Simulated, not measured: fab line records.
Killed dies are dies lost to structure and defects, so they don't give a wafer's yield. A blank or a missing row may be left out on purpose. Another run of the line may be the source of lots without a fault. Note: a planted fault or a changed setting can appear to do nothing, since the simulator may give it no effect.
fab line records	flow sky130
record: lots: 24	wafers: 72	lastDay: 50
route steps=708 shown FIELD_ISO@28 VT_ADJUST_LVTN@115 POLY_GATE@230 METAL2@486 VIA4@651
lots that met no fault: taken from a fault-free run of the same line
startH: start of the lot's first displayed wafer, in hours after the record's first day	waitH: time in hours since the lot's previous step	" the same as in the row above	L1.1+2: several wafers, shown together as one row	- no value present, or no start provided	* or withheld: withheld	< > ~ a bound
route shown NAME@n: names a module that has steps shown in the file, with the first one's number in the route	usual: the fault-free wafers' mean and standard deviation	same: alike in all rows	chamber/n: place in a boat	sites: per-site readings	_std_site: the standard deviation of these	_edge_site: the outer-site mean with the inner-site mean subtracted	radiusMm: how far each site lies from the wafer's centre	mask NAME#n: copy n	behind: the most recent tool/chamber to have shaped the wafer	hold: reason for holding the lot/hours on hold/outcome of the hold	device: the n, p or np transistor that did not switch	end of line: tests run on the same wafers once the route is complete	for a step that has no rows: nothing shown but its recipe	killed: dies lost to structure and defects at the first sort, not the wafer's yield	map: a wafer's dies, x killed, . not, _ none there
set.NAME: the setting as run; set.NAME@STEP: as run at that earlier step	model.NAME: the simulator's own value behind a step, which no gauge read
the route's steps for a sample of lots (tables are steps, rows are wafers)
services: when a tool's chamber went out of use (startH, in hours from the record's first day, below 0 if earlier), for how many hours, and the reason
== steps ==
step: SKY_FIELD_ISO_CMP_27
recipe: stopOn: Si3N4	tOverpolishS: 16	downForcePsi: 4	platenRpm: 60	targetThkNm: 457.8	padVelocityMS: 0.94248
usual: motorCurrentA: 12.3/1.1	overpolishRunS: 15.999/0.0088	timeToEndpointS: 110/4.8
lot.wafer	tool	chamber	startH	waitH	motorCurrentA	overpolishRunS	timeToEndpointS
L074.3	cmp-02	1	33.90	0.1	12.1	15.994	109
L074.4	"	3	"	"	11.9	16.007	110
L074.5	"	0	"	"	12.4	15.976	114
L075.4	cmp-01	2	38.21	0.1	13.8	16.017	116
L075.3	"	3	"	"	10.8	16.004	120
L075.6	"	2	"	"	13.3	15.997	115
L076.3	cmp-01	2	44.25	0.1	14.4	15.994	111
L076.1	"	0	"	"	12.2	16.006	118
L076.6	"	2	"	"	13.5	15.997	114
L077.3	cmp-01	1	53.29	0.0	11.9	16.006	117
L077.1	"	0	"	"	12.3	16.004	111
L077.5	"	2	"	"	13.6	15.995	107
L078.1	cmp-01	0	60.69	0.1	12.6	16.005	118
L078.6	"	2	"	"	13.6	16.001	119
L078.5	"	3	"	"	10.7	16.003	116
L079.1	cmp-02	0	64.43	0.1	12.4	15.983	120
L079.5	"	1	"	"	11.6	15.995	112
L079.6	"	2	"	"	12.9	16.010	112
L080.3	cmp-02	2	66.38	0.0	14.1	15.995	109
L080.1	"	3	"	"	12.1	15.993	109
L080.6	"	2	"	"	13.3	16.008	109
L081.2	cmp-01	3	72.25	0.1	10.4	16.005	113
L081.4	"	1	"	"	12.4	16.009	112
L081.6	"	3	"	"	10.8	16.005	113
L082.1	cmp-01	2	78.24	0.0	13.6	16.015	108
L082.3	"	0	"	"	12.7	15.975	108
L082.2	"	1	"	"	12.3	15.992	117
L083.3	cmp-01	2	84.23	0.1	13.6	16.018	109
L083.1	"	3	"	"	10.1	15.992	110
L083.6	"	2	"	"	13.6	16.004	108
L084.2	cmp-01	1	86.68	0.1	12.0	16.003	108
L084.4	"	3	"	"	10.6	15.988	109
L084.5	"	0	"	"	12.7	16.012	106
L085.4	cmp-01	3	89.58	0.1	10.2	16.012	107
L085.5	"	2	"	"	13.8	16.007	103
L085.6	"	3	"	"	10.4	15.998	109
L086.4	cmp-01	2	96.44	0.1	13.8	15.989	104
L086.3	"	0	"	"	12.2	16.003	104
L086.6	"	2	"	"	14.1	16.004	103
L087.4	cmp-01	3	100.93	0.1	10.6	16.009	104
L087.1	"	0	"	"	12.0	15.988	106
L087.6	"	2	"	"	14.5	15.995	99
L088.3	cmp-02	0	106.95	0.1	12.9	16.000	114
L088.2	"	1	"	"	12.1	16.002	109
L088.1	"	2	"	"	13.4	15.993	110
L089.2	cmp-01	0	112.84	0.1	12.4	15.993	103
L089.4	"	1	"	"	11.6	16.018	107
L089.6	"	3	"	"	10.3	16.001	104
L090.2	cmp-02	2	116.50	0.0	14.0	15.987	110
L090.1	"	3	"	"	11.9	16.003	107
L090.4	"	0	"	"	12.2	15.990	113
L091.2	cmp-01	1	124.10	0.0	11.8	16.007	112
L091.3	"	2	"	"	13.9	15.985	110
L091.5	"	1	"	"	11.5	16.015	113
L092.1	cmp-01	0	128.39	0.1	12.6	15.994	107
L092.6	"	3	"	"	10.3	15.998	104
L092.5	"	0	"	"	12.5	15.978	104
L093.4	cmp-01	1	132.77	0.0	12.6	16.003	107
L093.1	"	2	"	"	14.2	16.006	102
L093.5	"	1	"	"	12.5	16.003	110
L094.4	cmp-02	0	141.59	0.0	12.9	15.997	109
L094.2	"	2	"	"	12.5	16.006	103
L094.5	"	1	"	"	12.1	16.005	105
L095.3	cmp-02	1	145.88	0.0	11.7	16.012	108
L095.1	"	0	"	"	12.6	16.010	111
L095.6	"	1	"	"	12.1	16.008	108
L096.3	cmp-02	3	150.17	0.1	12.5	16.003	109
L096.4	"	0	"	"	12.7	16.005	113
L096.6	"	2	"	"	13.7	15.992	114
L097.4	cmp-02	2	154.72	0.1	13.8	15.993	109
L097.6	"	3	"	"	11.3	15.995	110
L097.5	"	0	"	"	12.6	15.992	110
step: SKY_VT_ADJUST_LVTN_OVL_MEAS_18
usual: VT_ADJUST_LVTN_01_OVL: -0.4/1.4
lot.wafer	tool	chamber	startH	waitH	VT_ADJUST_LVTN_01_OVL[nm]
L074.3	overlay-02	-	161.51	0.1	-0.9
L074.4	"	-	"	"	-0.2
L074.5	"	-	"	"	-1.0
L075.3	overlay-02	-	166.70	0.1	1.0
L075.4	"	-	"	"	0.2
L075.6	"	-	"	"	1.5
L076.1	overlay-02	-	172.75	0.1	-2.1
L076.3	"	-	"	"	-1.4
L076.6	"	-	"	"	-1.4
L077.1	overlay-01	-	189.35	0.1	-1.6
L077.3	"	-	"	"	-0.4
L077.5	"	-	"	"	-0.3
L078.1	overlay-01	-	200.00	0.1	-0.2
L078.5	"	-	"	"	1.0
L078.6	"	-	"	"	1.4
L079.1	overlay-02	-	205.05	0.1	-1.1
L079.5	"	-	"	"	-0.3
L079.6	"	-	"	"	-1.4
L080.1	overlay-02	-	207.05	0.1	1.2
L080.3	"	-	"	"	1.0
L080.6	"	-	"	"	0.5
L081.2	overlay-01	-	214.25	0.1	-0.7
L081.4	"	-	"	"	-1.1
L081.6	"	-	"	"	-1.3
L082.1	overlay-02	-	220.39	0.1	1.1
L082.2	"	-	"	"	0.5
L082.3	"	-	"	"	0.3
L083.1	overlay-01	-	231.41	0.1	0.0
L083.3	"	-	"	"	-1.0
L083.6	"	-	"	"	-1.1
L084.2	overlay-02	-	233.56	0.1	-0.5
L084.4	"	-	"	"	-0.4
L084.5	"	-	"	"	0.1
L085.4	overlay-02	-	235.43	0.1	-1.4
L085.5	"	-	"	"	-0.4
L085.6	"	-	"	"	-3.2
L086.3	overlay-02	-	247.81	0.1	-1.4
L086.4	"	-	"	"	-3.3
L086.6	"	-	"	"	0.5
L087.1	overlay-01	-	252.44	0.1	-1.7
L087.4	"	-	"	"	-0.2
L087.6	"	-	"	"	-1.3
L088.1	overlay-01	-	262.05	0.1	-2.4
L088.2	"	-	"	"	-0.9
L088.3	"	-	"	"	-1.7
L089.2	overlay-02	-	267.71	0.1	-1.3
L089.4	"	-	"	"	-0.6
L089.6	"	-	"	"	-0.6
L090.1	overlay-02	-	274.55	0.1	2.3
L090.2	"	-	"	"	0.9
L090.4	"	-	"	"	-1.4
L091.2	overlay-01	-	284.11	0.1	4.1
L091.3	"	-	"	"	-0.3
L091.5	"	-	"	"	1.3
L092.1	overlay-01	-	289.55	0.1	0.6
L092.5	"	-	"	"	0.6
L092.6	"	-	"	"	3.1
L093.1	overlay-01	-	291.09	0.1	1.8
L093.4	"	-	"	"	0.6
L093.5	"	-	"	"	0.4
L094.2	overlay-01	-	304.95	0.1	-1.1
L094.4	"	-	"	"	-0.7
L094.5	"	-	"	"	0.9
L095.1	overlay-01	-	311.94	0.2	-1.6
L095.3	"	-	"	"	-2.2
L095.6	"	-	"	"	-1.9
L096.3	overlay-01	-	316.65	0.1	0.7
L096.4	"	-	"	"	0.6
L096.6	"	-	"	"	0.0
L097.4	overlay-01	-	321.18	0.1	-1.2
L097.5	"	-	"	"	-0.4
L097.6	"	-	"	"	0.1
step: SKY_POLY_GATE_ETCH_16
recipe: stopOn: poly-Si	chemistry: CH3F/O2	target: Si3N4	sourceW: 400	biasW: 80	pressureMtorr: 25	ch3fFlowSccm: 40	O2_flow_sccm: 30	timeS: 147.5	targetDepthA: 750
usual: drypumpMotorCurrentA: 5.8/0.37	oesProductAu: 0.642/0.0053	throttleValvePct: 10.536/0.0091
lot.wafer	tool	chamber	startH	waitH	drypumpMotorCurrentA	oesProductAu	rfHoursCounterH	throttleValvePct
L074.3	rieDiel-04	0	374.13	0.0	6.0	0.639	5	10.522
L074.4	"	1	"	"	6.2	0.638	1	10.535
L074.5	"	1	"	"	6.2	0.645	-	10.544
L075.3	rieDiel-01	2	376.55	0.0	6.1	0.647	5	10.545
L075.4	"	2	"	"	6.1	0.657	-	10.530
L075.6	"	0	"	"	5.6	0.649	-	10.530
L076.1	rieDiel-02	0	384.95	0.0	6.5	0.641	11	10.537
L076.3	"	2	"	"	5.7	0.641	105	10.519
L076.6	"	3	"	"	5.0	0.642	-	10.544
L077.1	rieDiel-02	3	406.44	0.0	5.0	0.636	5	10.537
L077.3	"	2	"	"	5.7	0.651	105	10.521
L077.5	"	2	"	"	5.7	0.644	-	10.530
L078.1	rieDiel-01	3	421.68	0.0	5.5	0.641	0	10.535
L078.5	"	0	"	"	5.6	0.642	-	10.528
L078.6	"	3	"	"	5.5	0.635	-	10.540
L079.1	rieDiel-04	3	427.39	0.0	5.7	0.636	6	10.550
L079.5	"	2	"	"	5.8	0.642	-	10.538
L079.6	"	3	"	"	5.7	0.638	-	10.546
L080.1	rieDiel-02	1	432.99	0.0	5.4	0.644	55	10.534
L080.3	"	3	"	"	5.1	0.643	5	10.529
L080.6	"	3	"	"	5.1	0.642	-	10.531
L081.2	rieDiel-01	1	444.63	0.0	5.6	0.643	4	10.548
L081.4	"	0	"	"	5.6	0.643	13	10.546
L081.6	"	3	"	"	5.5	0.650	-	10.523
L082.1	rieDiel-02	3	457.43	0.0	5.1	0.649	6	10.544
L082.2	"	0	"	"	6.5	0.633	12	10.540
L082.3	"	1	"	"	5.4	0.639	56	10.539
L083.1	rieDiel-04	1	466.91	0.0	6.2	0.644	2	10.534
L083.3	"	0	"	"	6.0	0.640	7	10.544
L083.6	"	0	"	"	6.0	0.636	-	10.546
L084.2	rieDiel-01	3	467.01	0.0	5.5	0.637	2	10.533
L084.4	"	0	"	"	5.5	0.641	14	10.512
L084.5	"	1	"	"	5.6	0.642	-	10.522
L085.4	rieDiel-04	3	473.84	0.0	5.6	0.642	8	10.526
L085.5	"	3	"	"	5.7	0.644	-	10.530
L085.6	"	0	"	"	6.0	0.643	-	10.539
L086.3	rieDiel-01	2	481.34	0.0	6.1	0.639	7	10.524
L086.4	"	1	"	"	5.6	0.645	5	10.528
L086.6	"	2	"	"	6.1	0.649	-	10.548
L087.1	rieDiel-02	1	485.49	0.0	5.4	0.641	56	10.530
L087.4	"	0	"	"	6.5	0.640	13	10.539
L087.6	"	3	"	"	5.0	0.635	-	10.546
L088.1	rieDiel-04	2	502.59	0.0	5.8	0.644	7	10.541
L088.2	"	0	"	"	6.0	0.636	8	10.537
L088.3	"	1	"	"	6.2	0.643	3	10.563
L089.2	rieDiel-04	0	505.33	0.0	6.0	0.643	8	10.532
L089.4	"	1	"	"	6.2	0.645	3	10.551
L089.6	"	0	"	"	6.0	0.642	-	10.517
L090.1	rieDiel-04	0	515.24	0.0	6.0	0.640	8	10.530
L090.2	"	1	"	"	6.2	0.649	3	10.539
L090.4	"	3	"	"	5.7	0.646	8	10.536
L091.2	rieDiel-04	2	526.03	0.0	5.8	0.651	8	10.522
L091.3	"	3	"	"	5.7	0.629	8	10.527
L091.5	"	0	"	"	6.1	0.637	-	10.533
L092.1	rieDiel-01	3	530.83	0.0	5.5	0.649	3	10.546
L092.5	"	3	"	"	5.4	0.639	-	10.545
L092.6	"	2	"	"	6.1	0.646	-	10.547
L093.1	rieDiel-01	0	536.68	0.0	5.6	0.639	15	10.541
L093.4	"	1	"	"	5.6	0.635	5	10.527
L093.5	"	1	"	"	5.6	0.630	-	10.530
L094.2	rieDiel-04	0	553.14	0.0	6.0	0.643	9	10.531
L094.4	"	2	"	"	5.8	0.651	-	10.521
L094.5	"	1	"	"	6.2	0.636	-	10.533
L095.1	rieDiel-01	0	562.49	0.0	5.6	0.639	16	10.545
L095.3	"	1	"	"	5.6	0.637	6	10.545
L095.6	"	3	"	"	5.4	0.641	-	10.530
L096.3	rieDiel-02	2	566.59	0.0	5.7	0.645	2	10.534
L096.4	"	1	"	"	5.4	0.647	-	10.545
L096.6	"	2	"	"	5.7	0.648	-	10.540
L097.4	rieDiel-01	2	577.18	0.0	6.1	0.643	10	10.556
L097.5	"	1	"	"	5.6	0.641	-	10.542
L097.6	"	0	"	"	5.6	0.649	-	10.544
step: SKY_METAL2_SPUTTER_03
recipe: material: Ti	targetThkNm: 5	powerW: 3000	timeS: 3.3	chamberPressurePa: 0.4
usual: throttleValvePct: 29.9/0.98
lot.wafer	tool	chamber	startH	waitH	throttleValvePct
L074.3	pvdSputter-03	-	793.49	0.0	28.9
L074.4	"	-	"	"	31.3
L074.5	"	-	"	"	31.0
L075.3	pvdSputter-01	-	794.35	0.0	29.2
L075.4	"	-	"	"	30.8
L075.6	"	-	"	"	31.0
L076.1	pvdSputter-01	-	805.68	0.0	30.8
L076.3	"	-	"	"	29.3
L076.6	"	-	"	"	30.8
L077.1	pvdSputter-01	-	826.76	0.0	30.8
L077.3	"	-	"	"	30.4
L077.5	"	-	"	"	29.6
L078.1	pvdSputter-03	-	842.91	0.0	29.8
L078.5	"	-	"	"	29.8
L078.6	"	-	"	"	31.1
L079.1	pvdSputter-03	-	846.09	0.0	31.0
L079.5	"	-	"	"	28.8
L079.6	"	-	"	"	30.7
L080.1	pvdSputter-04	-	848.85	0.0	28.6
L080.3	"	-	"	"	28.0
L080.6	"	-	"	"	29.4
L081.2	pvdSputter-01	-	859.15	0.0	30.8
L081.4	"	-	"	"	30.6
L081.6	"	-	"	"	29.4
L082.1	pvdSputter-01	-	869.09	0.0	30.9
L082.2	"	-	"	"	30.8
L082.3	"	-	"	"	29.4
L083.1	pvdSputter-04	-	876.80	0.0	29.3
L083.3	"	-	"	"	28.6
L083.6	"	-	"	"	28.6
L084.2	pvdSputter-03	-	878.13	0.0	30.7
L084.4	"	-	"	"	29.7
L084.5	"	-	"	"	30.1
L085.4	pvdSputter-01	-	898.24	0.0	30.5
L085.5	"	-	"	"	29.0
L085.6	"	-	"	"	30.6
L087.1	pvdSputter-04	-	898.73	0.0	29.9
L087.4	"	-	"	"	29.3
L087.6	"	-	"	"	28.9
L086.3	pvdSputter-01	-	899.09	0.0	29.2
L086.4	"	-	"	"	30.8
L086.6	"	-	"	"	30.9
L088.1	pvdSputter-01	-	906.91	0.0	30.7
L088.2	"	-	"	"	30.5
L088.3	"	-	"	"	30.4
L089.2	pvdSputter-01	-	908.94	0.0	30.3
L089.4	"	-	"	"	30.5
L089.6	"	-	"	"	31.0
L090.1	pvdSputter-01	-	914.58	0.0	30.6
L090.2	"	-	"	"	30.8
L090.4	"	-	"	"	30.8
L091.2	pvdSputter-01	-	924.74	0.0	28.9
L091.3	"	-	"	"	31.1
L091.5	"	-	"	"	30.7
L092.1	pvdSputter-01	-	929.13	0.0	31.0
L092.5	"	-	"	"	30.6
L092.6	"	-	"	"	30.8
L093.1	pvdSputter-04	-	932.20	0.0	29.9
L093.4	"	-	"	"	29.9
L093.5	"	-	"	"	28.0
L094.2	pvdSputter-04	-	947.90	0.0	28.5
L094.4	"	-	"	"	30.3
L094.5	"	-	"	"	30.2
L095.1	pvdSputter-01	-	952.89	0.0	30.8
L095.3	"	-	"	"	29.4
L095.6	"	-	"	"	30.9
L096.3	pvdSputter-03	-	960.30	0.0	30.2
L096.4	"	-	"	"	28.6
L096.6	"	-	"	"	29.7
L097.4	pvdSputter-04	-	970.62	0.0	29.2
L097.5	"	-	"	"	30.3
L097.6	"	-	"	"	29.2
step: SKY_METAL2_METAL_ETCH_19
recipe: targetDepthA: 3600	stopOn: SiO2	overEtchFrac: 0.3	timeS: 78	chemistry: Cl2/BCl3	resistSidewallDeg: 88	pressureMtorr: 10	icpW: 900	biasW: 48.5	Cl2_flow_sccm: 60	bcl3FlowSccm: 30
usual: drypumpMotorCurrentA: 5.5/0.5	heBacksideLeakSccm: 3.4/0.34	oesProductAu: 0.855/0.0059	throttleValvePct: 22.265/0.0096
same: overEtchFrac: 0.3
lot.wafer	tool	chamber	startH	waitH	drypumpMotorCurrentA	heBacksideLeakSccm	oesProductAu	rfHoursCounterH	throttleValvePct
L074.3	rieMetal-01	1	820.27	0.1	4.7	3.4	0.834	-	22.263
L074.4	"	0	"	"	5.9	3.1	0.850	-	22.271
L074.5	"	1	"	"	4.7	3.4	0.845	-	22.265
L075.3	rieMetal-02	1	821.03	0.1	5.9	3.1	0.846	-	22.257
L075.4	"	0	"	"	5.8	3.7	0.849	-	22.281
L075.6	"	1	"	"	5.9	3.2	0.853	-	22.262
L076.1	rieMetal-01	0	831.60	0.0	5.9	3.2	0.858	6	22.260
L076.3	"	0	"	"	5.9	3.0	0.853	-	22.260
L076.6	"	0	"	"	5.9	3.1	0.860	-	22.260
L077.1	rieMetal-02	0	853.59	0.0	5.8	3.5	0.856	12	22.266
L077.3	"	0	"	"	5.8	3.6	0.859	-	22.274
L077.5	"	1	"	"	5.9	3.0	0.864	-	22.268
L078.1	rieMetal-01	1	869.19	0.0	4.7	3.7	0.853	10	22.264
L078.5	"	1	"	"	4.7	3.5	0.853	-	22.268
L078.6	"	0	"	"	5.9	3.1	0.866	-	22.277
L079.1	rieMetal-01	0	872.24	0.0	5.9	3.1	0.845	7	22.269
L079.5	"	1	"	"	4.7	3.5	0.852	-	22.258
L079.6	"	0	"	"	5.9	3.1	0.850	-	22.252
L080.1	rieMetal-04	1	875.19	0.0	5.8	3.7	0.854	10	22.268
L080.3	"	1	"	"	5.8	3.5	0.863	-	22.281
L080.6	"	0	"	"	5.2	3.3	0.855	-	22.270
L081.2	rieMetal-01	1	885.27	0.1	4.7	3.5	0.854	11	22.281
L081.4	"	0	"	"	5.9	3.0	0.852	-	22.250
L081.6	"	1	"	"	4.7	3.6	0.858	-	22.266
L082.1	rieMetal-02	0	895.69	0.0	5.8	3.8	0.857	13	22.258
L082.2	"	1	"	"	5.9	2.9	0.863	6	22.272
L082.3	"	0	"	"	5.8	3.7	0.849	-	22.275
L083.1	rieMetal-01	0	902.59	0.0	5.8	3.3	0.859	9	22.280
L083.3	"	1	"	"	4.7	3.5	0.854	-	22.244
L083.6	"	0	"	"	5.8	3.2	0.847	-	22.265
L084.2	rieMetal-02	1	904.59	0.0	6.0	3.4	0.845	7	22.264
L084.4	"	1	"	"	6.0	3.3	0.850	-	22.254
L084.5	"	0	"	"	5.8	3.6	0.855	-	22.271
L085.4	rieMetal-01	0	923.47	0.1	5.9	3.1	0.864	-	22.263
L085.5	"	0	"	"	5.9	3.1	0.848	-	22.268
L085.6	"	1	"	"	4.7	3.4	0.848	-	22.279
L087.1	rieMetal-01	1	924.44	0.0	4.7	3.5	0.855	13	22.266
L087.4	"	0	"	"	5.9	3.1	0.855	-	22.268
L087.6	"	1	"	"	4.7	3.5	0.851	-	22.258
L086.3	rieMetal-02	0	924.72	0.1	5.8	3.5	0.855	-	22.261
L086.4	"	1	"	"	5.9	3.3	0.850	-	22.271
L086.6	"	1	"	"	5.9	3.2	0.841	-	22.280
L088.1	rieMetal-01	0	931.98	0.0	5.9	3.0	0.857	10	22.257
L088.2	"	1	"	"	4.7	3.6	0.854	14	22.253
L088.3	"	1	"	"	4.7	3.4	0.855	-	22.272
L089.2	rieMetal-02	1	933.99	0.0	5.9	3.4	0.858	8	22.271
L089.4	"	0	"	"	5.8	3.5	0.843	-	22.268
L089.6	"	1	"	"	5.9	3.3	0.853	-	22.263
L090.1	rieMetal-02	1	939.84	0.0	5.9	3.1	0.859	8	22.258
L090.2	"	0	"	"	5.8	3.6	0.854	15	22.265
L090.4	"	1	"	"	5.9	3.1	0.847	-	22.270
L091.2	rieMetal-01	0	949.84	0.0	5.9	3.0	0.858	11	22.255
L091.3	"	0	"	"	5.9	3.1	0.847	-	22.264
L091.5	"	1	"	"	4.7	3.3	0.857	-	22.271
L092.1	rieMetal-04	1	953.74	0.0	5.8	3.4	0.854	13	22.262
L092.5	"	1	"	"	5.8	3.5	0.854	-	22.269
L092.6	"	0	"	"	5.2	3.2	0.849	-	22.265
L093.1	rieMetal-02	1	957.05	0.0	5.9	3.2	0.853	9	22.269
L093.4	"	1	"	"	5.8	3.3	0.857	-	22.252
L093.5	"	0	"	"	5.8	3.6	0.853	-	22.280
L094.2	rieMetal-04	0	972.00	0.0	5.2	3.8	0.861	18	22.277
L094.4	"	0	"	"	5.2	3.7	0.864	-	22.260
L094.5	"	1	"	"	5.8	3.7	0.853	-	22.242
L095.1	rieMetal-02	1	977.69	0.0	5.9	3.3	0.851	10	22.264
L095.3	"	0	"	"	5.8	3.6	0.862	-	22.267
L095.6	"	0	"	"	5.8	3.7	0.867	-	22.272
L096.3	rieMetal-02	1	984.33	0.1	6.0	3.1	0.854	-	22.261
L096.4	"	0	"	"	5.7	3.7	0.846	-	22.257
L096.6	"	0	"	"	5.8	3.7	0.857	-	22.272
L097.4	rieMetal-01	0	993.62	0.1	5.9	3.2	0.856	-	22.258
L097.5	"	1	"	"	4.7	3.6	0.857	-	22.253
L097.6	"	0	"	"	5.9	3.3	0.863	-	22.277
step: SKY_VIA4_ETCH_12
recipe: target: SiO2	chemistry: C4F8/O2/Ar	stopOn: TiN	maskMaterial: NOVOLAK	sourceW: 1500	biasW: 1200	pressureMtorr: 40	c4f8FlowSccm: withheld	O2_flow_sccm: 6	Ar_flow_sccm: 300	timeS: withheld	targetDepthA: 5800
usual: oesProductAu: 0.926/0.0052
lot.wafer	tool	chamber	startH	waitH	oesProductAu
L074.3	rieDiel-04	1	1004.48	0.0	0.925
L074.4	"	3	"	"	0.922
L074.5	"	0	"	"	0.929
L075.3	rieDiel-03	2	1004.69	0.0	0.932
L075.4	"	0	"	"	0.925
L075.6	"	0	"	"	0.918
L076.1	rieDiel-03	3	1012.33	0.0	0.926
L076.3	"	2	"	"	0.927
L076.6	"	2	"	"	0.914
L077.1	rieDiel-01	2	1031.49	0.0	0.922
L077.3	"	3	"	"	0.934
L077.5	"	0	"	"	0.933
L078.1	rieDiel-01	2	1046.53	0.0	0.937
L078.5	"	3	"	"	0.926
L078.6	"	2	"	"	0.926
L079.1	rieDiel-04	2	1049.78	0.0	0.917
L079.5	"	3	"	"	0.920
L079.6	"	0	"	"	0.932
L080.1	rieDiel-03	3	1052.23	0.0	0.931
L080.3	"	2	"	"	0.932
L080.6	"	3	"	"	0.933
L081.2	rieDiel-04	3	1058.04	0.0	0.929
L081.4	"	1	"	"	0.925
L081.6	"	2	"	"	0.931
L082.1	rieDiel-01	3	1068.04	0.0	0.923
L082.2	"	2	"	"	0.917
L082.3	"	1	"	"	0.936
L083.1	rieDiel-03	2	1075.84	0.0	0.925
L083.3	"	0	"	"	0.929
L083.6	"	1	"	"	0.929
L084.2	rieDiel-01	2	1076.49	0.0	0.926
L084.4	"	0	"	"	0.933
L084.5	"	0	"	"	0.926
L085.4	rieDiel-03	0	1090.98	0.0	0.932
L085.5	"	3	"	"	0.925
L085.6	"	0	"	"	0.937
L086.3	rieDiel-01	3	1094.24	0.0	0.929
L086.4	"	1	"	"	0.927
L086.6	"	3	"	"	0.934
L087.1	rieDiel-03	1	1095.03	0.0	0.934
L087.4	"	3	"	"	0.929
L087.6	"	1	"	"	0.923
L088.1	rieDiel-04	0	1098.64	0.0	0.926
L088.2	"	1	"	"	0.914
L088.3	"	2	"	"	0.931
L089.2	rieDiel-01	0	1100.08	0.0	0.930
L089.4	"	3	"	"	0.934
L089.6	"	0	"	"	0.928
L090.1	rieDiel-03	0	1102.89	0.0	0.919
L090.2	"	3	"	"	0.931
L090.4	"	1	"	"	0.925
L091.2	rieDiel-04	1	1114.24	0.0	0.923
L091.3	"	0	"	"	0.931
L091.5	"	1	"	"	0.929
L092.1	rieDiel-03	2	1118.19	0.0	0.924
L092.5	"	1	"	"	0.921
L092.6	"	0	"	"	0.927
L093.1	rieDiel-01	2	1120.09	0.0	0.925
L093.4	"	0	"	"	0.924
L093.5	"	1	"	"	0.932
L094.2	rieDiel-03	1	1131.39	0.0	0.922
L094.4	"	2	"	"	0.922
L094.5	"	1	"	"	0.927
L095.1	rieDiel-03	3	1138.38	0.0	0.923
L095.3	"	0	"	"	0.925
L095.6	"	2	"	"	0.923
L096.3	rieDiel-04	2	1141.09	0.0	0.922
L096.4	"	1	"	"	0.926
L096.6	"	3	"	"	0.921
L097.4	rieDiel-03	1	1149.24	0.0	0.930
L097.5	"	0	"	"	0.926
L097.6	"	3	"	"	0.929
== services ==
tool	chamber	startH	hours	kind
rieDiel-04	3	10.20	4.7	repair
cmp-01	-	12.96	2.0	repair
cmp-01	-	64.00	4.0	pm
rieDiel-01	0	162.15	6.2	repair
rieDiel-01	-	321.94	15.6	pm
rieDiel-01	-	346.84	0.4	repair
rieDiel-01	1	379.34	6.1	repair
rieDiel-01	3	400.71	3.0	repair
rieDiel-01	1	445.24	5.1	repair
rieDiel-01	3	495.91	1.4	repair
rieDiel-01	0	511.73	3.2	repair
rieDiel-01	2	586.46	1.3	repair
rieDiel-01	1	641.87	4.3	repair
rieDiel-01	3	645.44	10.1	repair
rieDiel-01	3	671.98	1.3	repair
rieDiel-01	2	711.46	5.7	repair
rieDiel-01	3	761.70	2.1	repair
rieDiel-01	3	814.41	9.2	repair
rieDiel-01	3	971.80	6.0	repair
rieDiel-01	-	1018.46	2.8	pm
rieDiel-01	-	1038.10	1.3	repair
rieDiel-01	3	1106.15	9.7	repair
rieDiel-01	-	1129.19	0.3	repair
rieDiel-01	-	1148.42	4.3	pm
== key ==
fault none
